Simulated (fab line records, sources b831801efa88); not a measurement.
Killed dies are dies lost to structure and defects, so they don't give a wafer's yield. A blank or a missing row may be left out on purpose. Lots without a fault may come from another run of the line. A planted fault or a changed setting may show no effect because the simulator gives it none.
Tool commonality check | flow gf180mcu | 12 lots, 36 wafers sampled

WHY IT WAS OPENED
At GF_V3_RS_MEAS_24 the reading V3_W_RS is flagged on 2 of 12 lots. Wafers without a fault read 0.327 ohm/sq, standard deviation 0.003.
Rule: a lot is flagged when every wafer of it that has a number lies more than 4 standard deviations from that mean, or none has a number. The other lots count as sound.

lot  | measured     | on            | V3_W_RS (ohm/sq), wafer by wafer | flag
L322 | day 22 20:11 | film_metro-02 | 0.326 0.329 0.325                |
L323 | day 23 03:07 | film_metro-01 | 0.326 0.321 0.325                |
L324 | day 23 11:45 | film_metro-02 | 0.308 0.308 0.311                | FLAGGED
L325 | day 23 17:46 | film_metro-03 | 0.304 0.305 0.310                | FLAGGED
L326 | day 23 20:42 | film_metro-03 | 0.325 0.325 0.331                |
L335 | day 27 00:35 | film_metro-03 | 0.323 0.326 0.331                |
L336 | day 27 09:58 | film_metro-01 | 0.327 0.330 0.330                |
L337 | day 27 21:19 | film_metro-03 | 0.324 0.330 0.327                |
L338 | day 27 22:48 | film_metro-02 | 0.323 0.331 0.323                |
L339 | day 28 06:21 | film_metro-02 | 0.326 0.327 0.332                |
L340 | day 28 13:13 | film_metro-02 | 0.325 0.327 0.323                |
L342 | day 29 19:23 | film_metro-03 | 0.328 0.329 0.327                |
The numbers of the flagged lots are 0.308 ohm/sq on average: -0.019 ohm/sq against the usual, or -6 standard deviations.

WHICH TOOL RAN EACH LOT
The record holds 2 process steps before the reading, out of a route of 602 steps. In each cell: the tool, then ch and the chambers that the sampled wafers went through, then the start.
lot  | flag    | GF_V3_STRIP_18                       | GF_V3_CVD_23
L322 |         | plasma_asher-03 ch 0,1, day 22 19:25 | cvd_w-02 ch 0,1, day 22 20:04
L323 |         | plasma_asher-03 ch 0,1, day 23 02:17 | cvd_w-02 ch 0,1, day 23 02:59
L324 | FLAGGED | plasma_asher-02 ch 0,1, day 23 10:58 | cvd_w-02 ch 0,1, day 23 11:38
L325 | FLAGGED | plasma_asher-02 ch 0,1, day 23 17:00 | cvd_w-02 ch 0,1, day 23 17:38
L326 |         | plasma_asher-04 ch 0,1, day 23 19:57 | cvd_w-01 ch 0,1, day 23 20:35
L335 |         | plasma_asher-03 ch 0,1, day 26 23:47 | cvd_w-01 ch 0,1, day 27 00:28
L336 |         | plasma_asher-03 ch 0,1, day 27 09:12 | cvd_w-02 ch 0,1, day 27 09:50
L337 |         | plasma_asher-04 ch 0,1, day 27 20:32 | cvd_w-01 ch 0,1, day 27 21:13
L338 |         | plasma_asher-03 ch 0,1, day 27 22:03 | cvd_w-01 ch 0,1, day 27 22:41
L339 |         | plasma_asher-03 ch 0,1, day 28 05:36 | cvd_w-01 ch 0,1, day 28 06:14
L340 |         | plasma_asher-02 ch 0,1, day 28 12:28 | cvd_w-01 ch 0,1, day 28 13:06
L342 |         | plasma_asher-02 ch 0,1, day 29 18:36 | cvd_w-02 ch 0,1, day 29 19:16
What these steps do:
- GF_V3_STRIP_18: strips in O2/N2.
- GF_V3_CVD_23: deposits W, target thk 350 nm, time 104.9 s.
- GF_V3_RS_MEAS_24: measures by four-point-probe.

FLAGGED OVER TOTAL, TOOL BY TOOL (the gauges that took the reading come last)
step             | tool            | lots run | flagged | share of the flagged lots | sound lots run after its first flagged lot
GF_V3_STRIP_18   | plasma_asher-02 | 4        | 2       | all                       | 2 (L340,L342)
GF_V3_STRIP_18   | plasma_asher-03 | 6        | 0       | none                      | -
GF_V3_STRIP_18   | plasma_asher-04 | 2        | 0       | none                      | -
GF_V3_CVD_23     | cvd_w-01        | 6        | 0       | none                      | -
GF_V3_CVD_23     | cvd_w-02        | 6        | 2       | all                       | 2 (L336,L342)
GF_V3_RS_MEAS_24 | film_metro-01   | 2        | 0       | none                      | -
GF_V3_RS_MEAS_24 | film_metro-02   | 5        | 1       | some                      | 3 (L338,L339,L340)
GF_V3_RS_MEAS_24 | film_metro-03   | 5        | 1       | some                      | 4 (L326,L335,L337,L342)

WHAT THE TABLE ALLOWS
2 rows of the table ran every flagged lot: plasma_asher-02 at GF_V3_STRIP_18, cvd_w-02 at GF_V3_CVD_23.
- plasma_asher-02 at GF_V3_STRIP_18: 2 of its 4 lots flagged. Sound lots ran on it after the first flagged one (L340, L342), which a lasting fault on the whole tool wouldn't allow.
- cvd_w-02 at GF_V3_CVD_23: 2 of its 6 lots flagged. Sound lots ran on it after the first flagged one (L336, L342), which a lasting fault on the whole tool wouldn't allow.
No row of the table ran every flagged lot and no sound lot after the first.

WHAT THE SIMULATOR HAD PUT IN
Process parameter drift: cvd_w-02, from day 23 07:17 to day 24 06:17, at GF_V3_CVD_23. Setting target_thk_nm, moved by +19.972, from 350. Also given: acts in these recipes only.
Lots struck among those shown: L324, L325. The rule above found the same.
